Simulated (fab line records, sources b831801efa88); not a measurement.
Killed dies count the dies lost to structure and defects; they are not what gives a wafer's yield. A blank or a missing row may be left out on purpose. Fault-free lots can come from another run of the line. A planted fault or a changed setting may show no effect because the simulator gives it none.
fab line records | flow gf180mcu
record: lots: 11 | wafers: 33 | last-day: 34
route steps=602 shown STI@16 MVPSD@86 VT_IMPLANT@99 POLY_GATE@171
lots that met no fault: taken from a fault-free run of the same line
start-h: start of the lot's first displayed wafer, in hours after the record's first day | wait-h: hours from the lot's prior step to this one | " as in the row above | L1.1+2: one row covering several wafers at once | - value missing, or start not given | * or withheld: withheld | < > ~ a bound
route shown NAME@n: a module of which the file shows steps, and the number in the route of the first | usual: mean and standard deviation over wafers with no fault | same: alike in all rows | chamber/n: place in a boat | sites: the reading at each site | _std_site: the standard deviation of these | _edge_site: mean of outer sites minus mean of inner sites | radius-mm: how far each site lies from the wafer's centre | mask NAME#n: copy n | behind: tool/chamber where the wafer was last shaped | hold: reason for holding the lot/hours on hold/outcome of the hold | device: transistor that didn't switch, given as n, p or np | end of line: tests run on the same wafers once the route is complete | step lacking rows: just its recipe | killed: dies lost to structure and defects at the first sort, not the wafer's yield | map: per-die view of a wafer (x killed, . not killed, _ where there is no die)
set.NAME: the setting the step ran with; set.NAME@STEP: the setting that earlier step ran with | model.NAME: the simulator's own value behind a step, which no gauge read
a sample of lots followed through the steps of the route, with each step as a table and each wafer as a row
services: when a tool's chamber went out of use (start-h, in hours from the record's first day, below 0 if earlier), for how many hours, and the reason
== steps ==
step: GF_STI_STRIP_15
recipe: chemistry: O2/N2 | power-w: 1400 | pressure-mtorr: 1500 | platen-temp-c: 250 | o2-flow-sccm: 3000 | n2-flow-sccm: 300 | overash-fraction: 0.5
usual: drypump-motor-current-A: 5.7/0.45 | heater-power-w: 302/34 | n2-flow-sccm: 300.0/0.92 | oes-product-au: 0.385/0.005 | strip-time-to-endpoint-s: 3.77/0.061
lot.wafer | tool            | chamber | start-h | wait-h | drypump-motor-current-A | heater-power-w | n2-flow-sccm | oes-product-au | rf-hours-counter-h | strip-time-to-endpoint-s
L950.1    | plasma-asher-02 | 1       | 40.48   | 0.0    | 6.2                     | 335            | 300.6        | 0.387          | 23                 | 3.74
L950.3    | "               | 0       | "       | "      | 5.7                     | 297            | 299.9        | 0.383          | -                  | 3.84
L950.6    | "               | 1       | "       | "      | 6.2                     | 330            | 301.5        | 0.390          | -                  | 3.73
L951.1    | plasma-asher-02 | 0       | 48.53   | 0.0    | 5.7                     | 304            | 300.9        | 0.389          | 24                 | 3.74
L951.2    | "               | 1       | "       | "      | 6.2                     | 324            | 300.9        | 0.389          | 24                 | 3.72
L951.5    | "               | 1       | "       | "      | 6.2                     | 328            | 298.9        | 0.388          | -                  | 3.78
L952.3    | plasma-asher-01 | 0       | 50.81   | 0.1    | 6.2                     | 236            | 300.5        | 0.383          | -                  | 3.74
L952.5    | "               | 0       | "       | "      | 6.2                     | 241            | 302.6        | 0.381          | -                  | 3.80
L952.6    | "               | 1       | "       | "      | 5.1                     | 331            | 298.9        | 0.381          | -                  | 3.76
L953.2    | plasma-asher-01 | 1       | 57.33   | 0.0    | 5.1                     | 334            | 299.6        | 0.393          | 39                 | 3.85
L953.3    | "               | 1       | "       | "      | 5.1                     | 330            | 300.5        | 0.385          | -                  | 3.73
L953.5    | "               | 1       | "       | "      | 5.1                     | 329            | 300.7        | 0.387          | -                  | 3.71
L956.1    | plasma-asher-01 | 1       | 71.63   | 0.0    | 5.1                     | 337            | 299.7        | 0.386          | 41                 | 3.75
L956.2    | "               | 0       | "       | "      | 6.2                     | 236            | 298.9        | 0.396          | 41                 | 3.77
L956.4    | "               | 0       | "       | "      | 6.2                     | 240            | 298.9        | 0.385          | -                  | 3.82
L959.1    | plasma-asher-01 | 1       | 87.05   | 0.0    | 5.1                     | 328            | 300.7        | 0.380          | 42                 | 3.74
L959.2    | "               | 0       | "       | "      | 6.2                     | 236            | 299.2        | 0.386          | 42                 | 3.78
L959.5    | "               | 0       | "       | "      | 6.2                     | 244            | 299.9        | 0.383          | -                  | 3.76
L961.2    | plasma-asher-02 | 1       | 97.83   | 0.0    | 6.2                     | 327            | 299.4        | 0.383          | 29                 | 3.72
L961.4    | "               | 1       | "       | "      | 6.2                     | 339            | 300.8        | 0.373          | -                  | 3.81
L961.5    | "               | 0       | "       | "      | 5.7                     | 305            | 298.6        | 0.391          | -                  | 3.85
L964.2    | plasma-asher-02 | 1       | 112.78  | 0.0    | 6.2                     | 324            | 297.9        | 0.383          | 31                 | 3.79
L964.4    | "               | 1       | "       | "      | 6.2                     | 322            | 298.8        | 0.375          | -                  | 3.72
L964.6    | "               | 1       | "       | "      | 6.2                     | 324            | 299.6        | 0.387          | -                  | 3.91
L965.2    | plasma-asher-02 | 0       | 117.53  | 0.0    | 5.7                     | 301            | 300.1        | 0.383          | 31                 | 3.92
L965.5    | "               | 0       | "       | "      | 5.7                     | 307            | 300.4        | 0.381          | -                  | 3.77
L965.6    | "               | 1       | "       | "      | 6.2                     | 326            | 301.0        | 0.388          | -                  | 3.84
L966.1    | plasma-asher-01 | 0       | 124.03  | 0.0    | 6.2                     | 242            | 299.5        | 0.377          | 1                  | 3.75
L966.2    | "               | 1       | "       | "      | 5.1                     | 333            | 300.0        | 0.382          | 1                  | 3.78
L966.5    | "               | 0       | "       | "      | 6.2                     | 248            | 300.8        | 0.394          | -                  | 3.93
L970.1    | plasma-asher-01 | 1       | 144.48  | 0.0    | 5.1                     | 339            | 299.9        | 0.379          | 3                  | 3.71
L970.2    | "               | 0       | "       | "      | 6.2                     | 248            | 300.0        | 0.383          | 3                  | 3.69
L970.6    | "               | 0       | "       | "      | 6.2                     | 247            | 301.0        | 0.385          | -                  | 3.75
step: GF_MVPSD_IMPLANT_08
recipe: species: B | energy-kev: 170 | dose-cm2: 1.5e+13 | tilt-deg: 0
usual: dose-ions-cm2: 1.4997e+13/1.7e+10 | tilt-deg: -0.003/0.017
lot.wafer | tool         | chamber | start-h | wait-h | dose-ions-cm2 | tilt-deg
L950.1    | implanter-02 | 0       | 114.90  | 0.0    | 1.4977e+13    | 0.002
L950.3    | "            | 0       | "       | "      | 1.4966e+13    | 0.026
L950.6    | "            | 0       | "       | "      | 1.4997e+13    | -0.020
L951.1    | implanter-01 | 0       | 123.00  | 0.0    | 1.4996e+13    | 0.015
L951.2    | "            | 0       | "       | "      | 1.4981e+13    | -0.012
L951.5    | "            | 0       | "       | "      | 1.4987e+13    | 0.013
L952.3    | implanter-01 | 0       | 125.55  | 0.1    | 1.4974e+13    | 0.023
L952.5    | "            | 0       | "       | "      | 1.4987e+13    | 0.009
L952.6    | "            | 0       | "       | "      | 1.4975e+13    | 0.008
L953.2    | implanter-01 | 0       | 132.16  | 0.0    | 1.5002e+13    | -0.002
L953.3    | "            | 0       | "       | "      | 1.5008e+13    | -0.036
L953.5    | "            | 0       | "       | "      | 1.5023e+13    | 0.008
L956.1    | implanter-01 | 0       | 150.79  | 0.0    | 1.4323e+13    | -0.025
L956.2    | "            | 0       | "       | "      | 1.4337e+13    | -0.005
L956.4    | "            | 0       | "       | "      | 1.4329e+13    | 0.010
L959.1    | implanter-02 | 0       | 168.70  | 0.0    | 1.5e+13       | 0.007
L959.2    | "            | 0       | "       | "      | 1.4995e+13    | -0.004
L959.5    | "            | 0       | "       | "      | 1.5006e+13    | -0.012
L961.2    | implanter-01 | 0       | 180.01  | 0.0    | 1.4336e+13    | -0.015
L961.4    | "            | 0       | "       | "      | 1.4334e+13    | 0.007
L961.5    | "            | 0       | "       | "      | 1.4333e+13    | -0.020
L964.2    | implanter-02 | 0       | 199.72  | 0.0    | 1.5e+13       | -0.010
L964.4    | "            | 0       | "       | "      | 1.5006e+13    | 0.011
L964.6    | "            | 0       | "       | "      | 1.5004e+13    | 0.007
L965.2    | implanter-03 | 0       | 203.06  | 0.0    | 1.5012e+13    | -0.015
L965.5    | "            | 0       | "       | "      | 1.5017e+13    | -0.012
L965.6    | "            | 0       | "       | "      | 1.4999e+13    | -0.003
L966.1    | implanter-03 | 0       | 210.30  | 0.0    | 1.4989e+13    | -0.003
L966.2    | "            | 0       | "       | "      | 1.4989e+13    | -0.016
L966.5    | "            | 0       | "       | "      | 1.4987e+13    | -0.003
L970.1    | implanter-01 | 0       | 233.80  | 0.0    | 1.5e+13       | -0.024
L970.2    | "            | 0       | "       | "      | 1.5024e+13    | -0.034
L970.6    | "            | 0       | "       | "      | 1.4995e+13    | -0.030
step: GF_VT_IMPLANT_STRIP_09
recipe: chemistry: O2/N2 | power-w: 1400 | pressure-mtorr: 1500 | platen-temp-c: 250 | o2-flow-sccm: 3000 | n2-flow-sccm: 300 | overash-fraction: 0.5
usual: drypump-motor-current-A: 5.8/0.51 | heater-power-w: 305/30 | n2-flow-sccm: 300.0/0.89 | oes-product-au: 0.716/0.0046 | strip-time-to-endpoint-s: 12.68/0.035
lot.wafer | tool            | chamber | start-h | wait-h | drypump-motor-current-A | heater-power-w | n2-flow-sccm | oes-product-au | rf-hours-counter-h | strip-time-to-endpoint-s
L950.1    | plasma-asher-03 | 1       | 130.09  | 0.1    | 5.1                     | 292            | 300.2        | 0.709          | 50                 | 12.66
L950.3    | "               | 0       | "       | "      | 5.9                     | 309            | 300.8        | 0.711          | -                  | 12.66
L950.6    | "               | 1       | "       | "      | 5.1                     | 295            | 299.5        | 0.709          | -                  | 12.67
L951.1    | plasma-asher-01 | 0       | 138.34  | 0.1    | 6.2                     | 247            | 298.1        | 0.720          | 2                  | 12.76
L951.2    | "               | 1       | "       | "      | 5.1                     | 333            | 300.3        | 0.720          | 2                  | 12.68
L951.5    | "               | 0       | "       | "      | 6.2                     | 246            | 300.5        | 0.708          | -                  | 12.68
L952.3    | plasma-asher-01 | 0       | 141.30  | 0.1    | 6.2                     | 242            | 298.5        | 0.712          | -                  | 12.71
L952.5    | "               | 0       | "       | "      | 6.2                     | 252            | 298.8        | 0.721          | -                  | 12.70
L952.6    | "               | 1       | "       | "      | 5.1                     | 340            | 299.5        | 0.712          | -                  | 12.75
L953.2    | plasma-asher-04 | 1       | 147.55  | 0.1    | 6.2                     | 305            | 299.6        | 0.717          | 49                 | 12.65
L953.3    | "               | 0       | "       | "      | 6.3                     | 329            | 300.4        | 0.715          | -                  | 12.67
L953.5    | "               | 0       | "       | "      | 6.3                     | 335            | 299.8        | 0.723          | -                  | 12.65
L956.1    | plasma-asher-04 | 1       | 167.30  | 0.1    | 6.2                     | 312            | 300.9        | 0.712          | 51                 | 12.66
L956.2    | "               | 0       | "       | "      | 6.2                     | 332            | 299.1        | 0.719          | 51                 | 12.66
L956.4    | "               | 1       | "       | "      | 6.2                     | 305            | 300.0        | 0.712          | -                  | 12.65
L959.1    | plasma-asher-01 | 1       | 185.29  | 0.1    | 5.1                     | 331            | 301.5        | 0.715          | 7                  | 12.63
L959.2    | "               | 0       | "       | "      | 6.2                     | 243            | 300.9        | 0.713          | 7                  | 12.66
L959.5    | "               | 1       | "       | "      | 5.1                     | 325            | 300.4        | 0.712          | -                  | 12.66
L961.2    | plasma-asher-01 | 0       | 197.04  | 0.1    | 6.2                     | 245            | 300.4        | 0.702          | 8                  | 12.63
L961.4    | "               | 1       | "       | "      | 5.1                     | 333            | 300.5        | 0.719          | -                  | 12.60
L961.5    | "               | 1       | "       | "      | 5.1                     | 335            | 300.8        | 0.719          | -                  | 12.62
L964.2    | plasma-asher-03 | 1       | 217.79  | 0.1    | 5.1                     | 295            | 298.8        | 0.725          | 59                 | 12.75
L964.4    | "               | 1       | "       | "      | 5.1                     | 295            | 300.0        | 0.722          | -                  | 12.72
L964.6    | "               | 0       | "       | "      | 5.9                     | 307            | 299.4        | 0.715          | -                  | 12.70
L965.2    | plasma-asher-04 | 0       | 221.29  | 0.1    | 6.3                     | 332            | 300.1        | 0.726          | 56                 | 12.71
L965.5    | "               | 0       | "       | "      | 6.3                     | 335            | 299.7        | 0.708          | -                  | 12.68
L965.6    | "               | 1       | "       | "      | 6.2                     | 312            | 300.6        | 0.709          | -                  | 12.68
L966.1    | plasma-asher-01 | 1       | 227.74  | 0.1    | 5.1                     | 331            | 300.5        | 0.715          | 11                 | 12.68
L966.2    | "               | 0       | "       | "      | 6.2                     | 243            | 299.3        | 0.710          | 11                 | 12.67
L966.5    | "               | 1       | "       | "      | 5.1                     | 330            | 299.8        | 0.719          | -                  | 12.69
L970.1    | plasma-asher-04 | 0       | 252.69  | 0.1    | 6.3                     | 338            | 300.8        | 0.715          | 60                 | 12.66
L970.2    | "               | 1       | "       | "      | 6.2                     | 310            | 300.1        | 0.717          | 60                 | 12.66
L970.6    | "               | 1       | "       | "      | 6.2                     | 315            | 300.6        | 0.713          | -                  | 12.68
step: GF_VT_IMPLANT_RS_MEAS_49
recipe: thk-meas-gauge: four-point-probe
usual: MVPSD_RS: 1167.9/2.7
lot.wafer | tool          | chamber | start-h | wait-h | MVPSD_RS[ohm/sq]
L950.1    | film-metro-02 | -       | 176.81  | 0.1    | 1168.6
L950.3    | "             | -       | "       | "      | 1164.6
L950.6    | "             | -       | "       | "      | 1166.8
L951.1    | film-metro-01 | -       | 186.31  | 0.1    | 1171.5
L951.2    | "             | -       | "       | "      | 1169.6
L951.5    | "             | -       | "       | "      | 1170.8
L952.3    | film-metro-01 | -       | 190.80  | 0.1    | 1175.5
L952.5    | "             | -       | "       | "      | 1167.9
L952.6    | "             | -       | "       | "      | 1172.0
L953.2    | film-metro-04 | -       | 197.69  | 0.1    | 1172.8
L953.3    | "             | -       | "       | "      | 1170.3
L953.5    | "             | -       | "       | "      | 1172.5
L956.1    | film-metro-01 | -       | 219.06  | 0.1    | 1197.7
L956.2    | "             | -       | "       | "      | 1193.8
L956.4    | "             | -       | "       | "      | 1196.9
L959.1    | film-metro-04 | -       | 240.16  | 0.1    | 1167.2
L959.2    | "             | -       | "       | "      | 1166.1
L959.5    | "             | -       | "       | "      | 1169.9
L961.2    | film-metro-02 | -       | 250.56  | 0.1    | 1195.6
L961.4    | "             | -       | "       | "      | 1195.1
L961.5    | "             | -       | "       | "      | 1194.2
L964.2    | film-metro-01 | -       | 274.69  | 0.1    | 1166.3
L964.4    | "             | -       | "       | "      | 1166.7
L964.6    | "             | -       | "       | "      | 1162.5
L965.2    | film-metro-02 | -       | 278.03  | 0.1    | 1168.5
L965.5    | "             | -       | "       | "      | 1165.7
L965.6    | "             | -       | "       | "      | 1167.2
L966.1    | film-metro-01 | -       | 285.26  | 0.1    | 1166.5
L966.2    | "             | -       | "       | "      | 1167.2
L966.5    | "             | -       | "       | "      | 1164.9
L970.1    | film-metro-04 | -       | 312.06  | 0.1    | 1168.6
L970.2    | "             | -       | "       | "      | 1168.8
L970.6    | "             | -       | "       | "      | 1163.9
step: GF_POLY_GATE_STRIP_14
recipe: chemistry: O2/N2 | power-w: 1400 | pressure-mtorr: 1500 | platen-temp-c: 250 | o2-flow-sccm: 3000 | n2-flow-sccm: 300 | overash-fraction: 0.5
usual: drypump-motor-current-A: 5.7/0.45 | heater-power-w: 303/31 | n2-flow-sccm: 300.1/0.9 | oes-product-au: 0.504/0.0044
lot.wafer | tool            | chamber | start-h | wait-h | drypump-motor-current-A | heater-power-w | n2-flow-sccm | oes-product-au | rf-hours-counter-h
L950.1    | plasma-asher-02 | 0       | 217.01  | 0.0    | 5.7                     | 305            | 299.1        | 0.503          | 41
L950.3    | "               | 0       | "       | "      | 5.6                     | 316            | 298.5        | 0.511          | -
L950.6    | "               | 0       | "       | "      | 5.6                     | 306            | 300.1        | 0.505          | -
L951.1    | plasma-asher-02 | 1       | 227.76  | 0.0    | 6.1                     | 338            | 299.5        | 0.509          | 42
L951.2    | "               | 0       | "       | "      | 5.6                     | 300            | 299.6        | 0.506          | 42
L951.5    | "               | 1       | "       | "      | 6.1                     | 334            | 297.7        | 0.504          | -
L952.3    | plasma-asher-02 | 0       | 232.50  | 0.1    | 5.7                     | 312            | 299.6        | 0.507          | -
L952.5    | "               | 0       | "       | "      | 5.7                     | 306            | 301.5        | 0.504          | -
L952.6    | "               | 1       | "       | "      | 6.2                     | 335            | 300.2        | 0.503          | -
L953.2    | plasma-asher-01 | 1       | 240.37  | 0.0    | 5.1                     | 342            | 299.8        | 0.505          | 13
L953.3    | "               | 1       | "       | "      | 5.1                     | 333            | 302.2        | 0.503          | -
L953.5    | "               | 1       | "       | "      | 5.1                     | 335            | 301.4        | 0.507          | -
L956.1    | plasma-asher-01 | 1       | 261.91  | 0.0    | 5.1                     | 332            | 300.5        | 0.504          | 15
L956.2    | "               | 0       | "       | "      | 6.2                     | 252            | 299.6        | 0.503          | 15
L956.4    | "               | 0       | "       | "      | 6.2                     | 249            | 299.8        | 0.496          | -
L959.1    | plasma-asher-01 | 0       | 283.77  | 0.0    | 6.2                     | 249            | 299.7        | 0.504          | 17
L959.2    | "               | 1       | "       | "      | 5.1                     | 338            | 301.5        | 0.503          | 17
L959.5    | "               | 0       | "       | "      | 6.2                     | 248            | 301.2        | 0.510          | -
L961.2    | plasma-asher-01 | 1       | 295.61  | 0.0    | 5.1                     | 336            | 299.7        | 0.500          | 18
L961.4    | "               | 0       | "       | "      | 6.2                     | 246            | 300.2        | 0.502          | -
L961.5    | "               | 0       | "       | "      | 6.2                     | 250            | 301.3        | 0.498          | -
L964.2    | plasma-asher-01 | 1       | 320.36  | 0.0    | 5.1                     | 338            | 297.8        | 0.508          | 21
L964.4    | "               | 0       | "       | "      | 6.2                     | 247            | 298.2        | 0.510          | -
L964.6    | "               | 0       | "       | "      | 6.2                     | 246            | 299.8        | 0.506          | -
L965.2    | plasma-asher-03 | 0       | 323.02  | 0.0    | 5.9                     | 305            | 299.0        | 0.498          | 71
L965.5    | "               | 1       | "       | "      | 5.1                     | 295            | 300.7        | 0.506          | -
L965.6    | "               | 0       | "       | "      | 5.9                     | 313            | 300.0        | 0.505          | -
L966.1    | plasma-asher-01 | 1       | 331.51  | 0.0    | 5.1                     | 328            | 301.0        | 0.511          | 22
L966.2    | "               | 0       | "       | "      | 6.2                     | 242            | 299.7        | 0.500          | 22
L966.5    | "               | 0       | "       | "      | 6.2                     | 246            | 299.9        | 0.514          | -
L970.1    | plasma-asher-01 | 0       | 363.06  | 0.0    | 6.2                     | 247            | 299.3        | 0.508          | 25
L970.2    | "               | 1       | "       | "      | 5.1                     | 335            | 299.8        | 0.495          | 25
L970.6    | "               | 0       | "       | "      | 6.2                     | 250            | 299.1        | 0.503          | -
== services ==
tool            | chamber | start-h | hours | kind
implanter-02    | -       | 47.91   | 16.1  | pm
implanter-01    | -       | 50.28   | 1.6   | repair
implanter-02    | -       | 77.56   | 4.7   | repair
plasma-asher-03 | -       | 92.95   | 1.1   | repair
implanter-01    | -       | 95.16   | 12.5  | repair
plasma-asher-01 | -       | 108.75  | 9.0   | pm
plasma-asher-01 | 0       | 108.75  | 9.0   | vent-cycle
plasma-asher-01 | 1       | 108.75  | 9.0   | vent-cycle
plasma-asher-01 | 0       | 117.75  | -     | clean
plasma-asher-01 | 1       | 117.75  | -     | clean
implanter-03    | -       | 120.49  | 6.0   | pm
implanter-02    | -       | 126.16  | 0.6   | repair
plasma-asher-03 | -       | 139.57  | 2.4   | repair
plasma-asher-04 | -       | 174.74  | 1.2   | repair
implanter-03    | -       | 181.64  | 20.3  | pm
implanter-03    | -       | 231.87  | 1.1   | repair
plasma-asher-02 | -       | 234.37  | 4.3   | pm
plasma-asher-02 | -       | 272.93  | 4.9   | repair
implanter-01    | -       | 277.72  | 2.4   | repair
implanter-02    | -       | 296.39  | 3.3   | repair
implanter-03    | -       | 325.69  | 3.1   | repair
implanter-01    | -       | 332.24  | 3.6   | repair
implanter-03    | -       | 347.02  | 2.0   | pm
implanter-02    | -       | 350.41  | 3.9   | pm
== key ==
first-sign: step: GF_MVPSD_IMPLANT_08 | reading: dose-ions-cm2 | direction: down | sigmas: 39 | usual: 1.4997e+13 | struck: 1.4332e+13
effect: step: GF_VT_IMPLANT_RS_MEAS_49 | reading: MVPSD_RS | direction: up | sigmas: 10 | usual: 1167.9 | struck: 1195.5
met-at GF_MVPSD_IMPLANT_08
struck-lots L956,L961
tester-left-out L956,L961
not-acting-at GF_STI_STRIP_15,GF_VT_IMPLANT_STRIP_09,GF_POLY_GATE_STRIP_14
onset-between 132.16 150.79
fault: kind: process-parameter-drift | tool: implanter-01 | chamber: - | onset-h: 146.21 | steps: GF_MVPSD_IMPLANT_08 | channel: dose-cm2 | offset: -6.5581e+11 | shape: step | end-h: 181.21 | acts-in: these-recipes-only | stated: 1.5e+13
tester-left-out: of these lots the tester's yield and bins aren't shown, on N5 and GAA mostly nor the transistor test; their killed dies are dies lost to structure and defects alone, not to doping, threshold or leakage, so they don't give the yield
